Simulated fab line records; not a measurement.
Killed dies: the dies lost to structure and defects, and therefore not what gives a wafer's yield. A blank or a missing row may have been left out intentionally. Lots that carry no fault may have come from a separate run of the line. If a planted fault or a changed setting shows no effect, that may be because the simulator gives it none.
Which tool did it? :: flow sky130 :: 12 lots, 36 wafers sampled, at 6 steps of a route of 708

WHAT THE GAUGES READ, wafer by wafer
SKY_RES_XHIGH_TW_MEAS_09.
lot: L455
measured: day 27 10:37
on: film-metro-02
RES_XHIGH_TW: 1651 1654 1649

lot: L456
measured: day 27 18:02
on: film-metro-01
RES_XHIGH_TW: 1631 1655 1637

lot: L457
measured: day 28 10:01
on: film-metro-03
RES_XHIGH_TW: 1613 1621 1619

lot: L458
measured: day 28 12:16
on: film-metro-01
RES_XHIGH_TW: 1642 1647 1635

lot: L460
measured: day 29 04:54
on: film-metro-01
RES_XHIGH_TW: 1551 1557 1551

lot: L461
measured: day 29 17:57
on: film-metro-01
RES_XHIGH_TW: 1554 1553 1552

lot: L468
measured: day 31 20:21
on: film-metro-01
RES_XHIGH_TW: 1638 1639 1632

lot: L470
measured: day 32 09:46
on: film-metro-01
RES_XHIGH_TW: 1649 1644 1653

lot: L472
measured: day 33 03:58
on: film-metro-03
RES_XHIGH_TW: 1612 1618 1612

lot: L474
measured: day 33 10:08
on: film-metro-03
RES_XHIGH_TW: 1611 1611 1613

lot: L476
measured: day 34 10:43
on: film-metro-01
RES_XHIGH_TW: 1635 1638 1637

lot: L477
measured: day 34 23:13
on: film-metro-02
RES_XHIGH_TW: 1643 1643 1641

SKY_SD_N_RS_MEAS_18: measurement is done with a four-point probe.
lot: L455
measured: day 28 16:31
on: film-metro-03
RES_XHIGH_RS (ohm/sq): 331.7 334.4 332.8

lot: L456
measured: day 28 23:34
on: film-metro-02
RES_XHIGH_RS (ohm/sq): 333.9 331.1 332.7

lot: L457
measured: day 29 15:38
on: film-metro-03
RES_XHIGH_RS (ohm/sq): 332.6 333.1 333.0

lot: L458
measured: day 29 18:16
on: film-metro-02
RES_XHIGH_RS (ohm/sq): 334.1 334.4 334.3

lot: L460
measured: day 30 09:26
on: film-metro-02
RES_XHIGH_RS (ohm/sq): 390.9 388.5 387.8

lot: L461
measured: day 30 22:40
on: film-metro-02
RES_XHIGH_RS (ohm/sq): 388.6 387.7 386.9

lot: L468
measured: day 32 23:32
on: film-metro-01
RES_XHIGH_RS (ohm/sq): 333.8 334.6 334.0

lot: L470
measured: day 33 12:50
on: film-metro-02
RES_XHIGH_RS (ohm/sq): 331.0 332.2 330.6

lot: L472
measured: day 34 06:59
on: film-metro-02
RES_XHIGH_RS (ohm/sq): 333.0 334.2 333.2

lot: L474
measured: day 34 13:11
on: film-metro-01
RES_XHIGH_RS (ohm/sq): 335.8 335.0 333.6

lot: L476
measured: day 35 14:17
on: film-metro-01
RES_XHIGH_RS (ohm/sq): 334.3 334.2 333.7

lot: L477
measured: day 36 02:58
on: film-metro-03
RES_XHIGH_RS (ohm/sq): 332.6 331.7 331.9

SKY_LOCAL_INTERCONNECT_THK_MEAS_02: measures by xrf.
lot: L455
measured: day 29 23:08
on: film-metro-03
LOCAL_INTERCONNECT_TIN_THK (nm): 99.5 98.4 98.6

lot: L456
measured: day 30 05:49
on: film-metro-04
LOCAL_INTERCONNECT_TIN_THK (nm): 98.4 98.5 98.8

lot: L457
measured: day 30 21:47
on: film-metro-01
LOCAL_INTERCONNECT_TIN_THK (nm): 99.2 97.7 99.3

lot: L458
measured: day 31 00:40
on: film-metro-01
LOCAL_INTERCONNECT_TIN_THK (nm): 98.6 98.7 98.5

lot: L460
measured: day 31 15:11
on: film-metro-01
LOCAL_INTERCONNECT_TIN_THK (nm): 97.4 98.3 98.0

lot: L461
measured: day 32 05:22
on: film-metro-03
LOCAL_INTERCONNECT_TIN_THK (nm): 99.3 99.3 99.4

lot: L468
measured: day 34 04:23
on: film-metro-01
LOCAL_INTERCONNECT_TIN_THK (nm): 98.4 98.4 98.7

lot: L470
measured: day 34 17:32
on: film-metro-01
LOCAL_INTERCONNECT_TIN_THK (nm): 100.6 99.3 101.5

lot: L472
measured: day 35 11:40
on: film-metro-03
LOCAL_INTERCONNECT_TIN_THK (nm): 99.3 99.5 99.5

lot: L474
measured: day 35 17:26
on: film-metro-03
LOCAL_INTERCONNECT_TIN_THK (nm): 99.7 99.5 99.9

lot: L476
measured: day 36 18:32
on: film-metro-01
LOCAL_INTERCONNECT_TIN_THK (nm): 98.7 98.6 98.4

lot: L477
measured: day 37 07:14
on: film-metro-03
LOCAL_INTERCONNECT_TIN_THK (nm): 100.0 99.6 101.0

SKY_METAL1_OVL_MEAS_16.
lot: L455
measured: day 33 12:50
on: overlay-02
METAL1_OVL (nm): -1 6 2

lot: L456
measured: day 33 17:23
on: overlay-01
METAL1_OVL (nm): -3 -6 -7

lot: L457
measured: day 34 07:37
on: overlay-02
METAL1_OVL (nm): 3 1 0

lot: L458
measured: day 34 12:31
on: overlay-01
METAL1_OVL (nm): -5 -6 -6

lot: L460
measured: day 35 02:53
on: overlay-01
METAL1_OVL (nm): -2 0 -1

lot: L461
measured: day 35 15:37
on: overlay-02
METAL1_OVL (nm): 0 -6 3

lot: L468
measured: day 37 15:07
on: overlay-01
METAL1_OVL (nm): -8 0 -3

lot: L470
measured: day 38 04:27
on: overlay-02
METAL1_OVL (nm): 6 6 1

lot: L472
measured: day 38 21:13
on: overlay-01
METAL1_OVL (nm): -2 -5 -4

lot: L474
measured: day 39 02:02
on: overlay-02
METAL1_OVL (nm): -6 -5 -3

lot: L476
measured: day 40 02:03
on: overlay-02
METAL1_OVL (nm): 5 2 1

lot: L477
measured: day 40 13:39
on: overlay-01
METAL1_OVL (nm): -1 8 1

EACH LOT AND THE TOOL THAT RAN IT (in order: tool; ch and the chambers of the sampled wafers; start)
lot: L455
SKY_FIELD_ISO_ETCH_15: rie-diel-02 ch 0,2, day 2 10:22
SKY_RES_XHIGH_IMPLANT_07: implanter-01 ch 0, day 27 10:23

lot: L456
SKY_FIELD_ISO_ETCH_15: rie-diel-02 ch 0,2, day 2 15:22
SKY_RES_XHIGH_IMPLANT_07: implanter-02 ch 0, day 27 17:47

lot: L457
SKY_FIELD_ISO_ETCH_15: rie-diel-03 ch 0,1,2, day 2 20:17
SKY_RES_XHIGH_IMPLANT_07: implanter-01 ch 0, day 28 09:47

lot: L458
SKY_FIELD_ISO_ETCH_15: rie-diel-04 ch 0,1, day 3 00:37
SKY_RES_XHIGH_IMPLANT_07: implanter-03 ch 0, day 28 12:01

lot: L460
SKY_FIELD_ISO_ETCH_15: rie-diel-02 ch 0,1,3, day 3 14:31
SKY_RES_XHIGH_IMPLANT_07: implanter-02 ch 0, day 29 04:39

lot: L461
SKY_FIELD_ISO_ETCH_15: rie-diel-02 ch 1,2,3, day 3 20:01
SKY_RES_XHIGH_IMPLANT_07: implanter-02 ch 0, day 29 17:41

lot: L468
SKY_FIELD_ISO_ETCH_15: rie-diel-02 ch 0,1,3, day 5 05:46
SKY_RES_XHIGH_IMPLANT_07: implanter-01 ch 0, day 31 20:08

lot: L470
SKY_FIELD_ISO_ETCH_15: rie-diel-02 ch 0,2,3, day 5 16:46
SKY_RES_XHIGH_IMPLANT_07: implanter-01 ch 0, day 32 09:31

lot: L472
SKY_FIELD_ISO_ETCH_15: rie-diel-04 ch 0,2,3, day 6 05:29
SKY_RES_XHIGH_IMPLANT_07: implanter-02 ch 0, day 33 03:43

lot: L474
SKY_FIELD_ISO_ETCH_15: rie-diel-04 ch 0,2,3, day 6 12:38
SKY_RES_XHIGH_IMPLANT_07: implanter-01 ch 0, day 33 09:55

lot: L476
SKY_FIELD_ISO_ETCH_15: rie-diel-04 ch 2,3, day 7 05:13
SKY_RES_XHIGH_IMPLANT_07: implanter-03 ch 0, day 34 10:28

lot: L477
SKY_FIELD_ISO_ETCH_15: rie-diel-03 ch 1,2, day 7 11:13
SKY_RES_XHIGH_IMPLANT_07: implanter-02 ch 0, day 34 22:58
- SKY_FIELD_ISO_ETCH_15: etches the open film in CHF3/O2, stops on Si, target depth 180 nm, time 72 s.
- SKY_RES_XHIGH_IMPLANT_07

WHAT THE TOOLS THEMSELVES READ (means of the sampled wafers that have a number; where no wafer has one, the mark that the record gives instead)
SKY_FIELD_ISO_ETCH_15.
lot: L455
tool: rie-diel-02
drypump-motor-current-A (A): 5.74
oes-product-au (a.u.): 0.957
throttle-valve-pct (%): 8.852

lot: L456
tool: rie-diel-02
drypump-motor-current-A (A): 5.71
oes-product-au (a.u.): 0.951
throttle-valve-pct (%): 8.846

lot: L457
tool: rie-diel-03
drypump-motor-current-A (A): 6.19
oes-product-au (a.u.): 0.942
throttle-valve-pct (%): 8.844

lot: L458
tool: rie-diel-04
drypump-motor-current-A (A): 5.95
oes-product-au (a.u.): 0.940
throttle-valve-pct (%): 8.839

lot: L460
tool: rie-diel-02
drypump-motor-current-A (A): 5.94
oes-product-au (a.u.): 0.951
throttle-valve-pct (%): 8.845

lot: L461
tool: rie-diel-02
drypump-motor-current-A (A): 5.96
oes-product-au (a.u.): 0.946
throttle-valve-pct (%): 8.855

lot: L468
tool: rie-diel-02
drypump-motor-current-A (A): 5.94
oes-product-au (a.u.): 0.949
throttle-valve-pct (%): 8.846

lot: L470
tool: rie-diel-02
drypump-motor-current-A (A): 5.87
oes-product-au (a.u.): 0.947
throttle-valve-pct (%): 8.838

lot: L472
tool: rie-diel-04
drypump-motor-current-A (A): 5.84
oes-product-au (a.u.): 0.947
throttle-valve-pct (%): 8.852

lot: L474
tool: rie-diel-04
drypump-motor-current-A (A): 5.82
oes-product-au (a.u.): 0.946
throttle-valve-pct (%): 8.836

lot: L476
tool: rie-diel-04
drypump-motor-current-A (A): 5.89
oes-product-au (a.u.): 0.948
throttle-valve-pct (%): 8.842

lot: L477
tool: rie-diel-03
drypump-motor-current-A (A): 6.16
oes-product-au (a.u.): 0.944
throttle-valve-pct (%): 8.838

SKY_RES_XHIGH_IMPLANT_07.
lot: L455
tool: implanter-01
dose-ions-cm2: 3.605e+14
faraday-current-uA: 448

lot: L456
tool: implanter-02
dose-ions-cm2: 3.594e+14
faraday-current-uA: 527

lot: L457
tool: implanter-01
dose-ions-cm2: 3.601e+14
faraday-current-uA: 460

lot: L458
tool: implanter-03
dose-ions-cm2: 3.598e+14
faraday-current-uA: 557

lot: L460
tool: implanter-02
dose-ions-cm2: 3.599e+14
faraday-current-uA: 635

lot: L461
tool: implanter-02
dose-ions-cm2: 3.604e+14
faraday-current-uA: 645

lot: L468
tool: implanter-01
dose-ions-cm2: 3.601e+14
faraday-current-uA: 449

lot: L470
tool: implanter-01
dose-ions-cm2: 3.603e+14
faraday-current-uA: 450

lot: L472
tool: implanter-02
dose-ions-cm2: 3.603e+14
faraday-current-uA: 536

lot: L474
tool: implanter-01
dose-ions-cm2: 3.597e+14
faraday-current-uA: 457

lot: L476
tool: implanter-03
dose-ions-cm2: 3.601e+14
faraday-current-uA: 559

lot: L477
tool: implanter-02
dose-ions-cm2: 3.599e+14
faraday-current-uA: 534

THE ANSWER, worked out from the rows above alone
Rule: the usual values come from the lots themselves. Put in order of their means at a reading, lots are off if they are a third of the lots or fewer, leave a main group of 4 or more, and stand apart from it by a gap of 3 or more times the standard deviation of the main group's means; of several such gaps the widest counts. A main group is skipped when, at the precision printed for the reading in the tables above, its means are all equal. A lot without any number at a reading at which 4 lots or more have one is off too. The other lots that the step has rows for count as sound. After the gauges, taken in route order, come the tools' own readings; for these a lot's mean is taken, as printed above. The first step at which some lot is off is used, and at that step the reading that is off furthest; a lot without a number counts as furthest.
Off: L460, L461, at SKY_RES_XHIGH_TW_MEAS_09 (RES_XHIGH_TW). Mean 1634 and standard deviation 14 in the main group.
If a tool, at a process step before that reading, ran all the lots that are off and no sound lot after the first of them, it fits. Not tried: the gauges at SKY_RES_XHIGH_TW_MEAS_09; whatever is off there is also off at SKY_SD_N_RS_MEAS_18, on other tools, and gauge error can't account for it. Not one of the candidates tried fits.

WHAT WAS PUT IN BY THE SIMULATOR
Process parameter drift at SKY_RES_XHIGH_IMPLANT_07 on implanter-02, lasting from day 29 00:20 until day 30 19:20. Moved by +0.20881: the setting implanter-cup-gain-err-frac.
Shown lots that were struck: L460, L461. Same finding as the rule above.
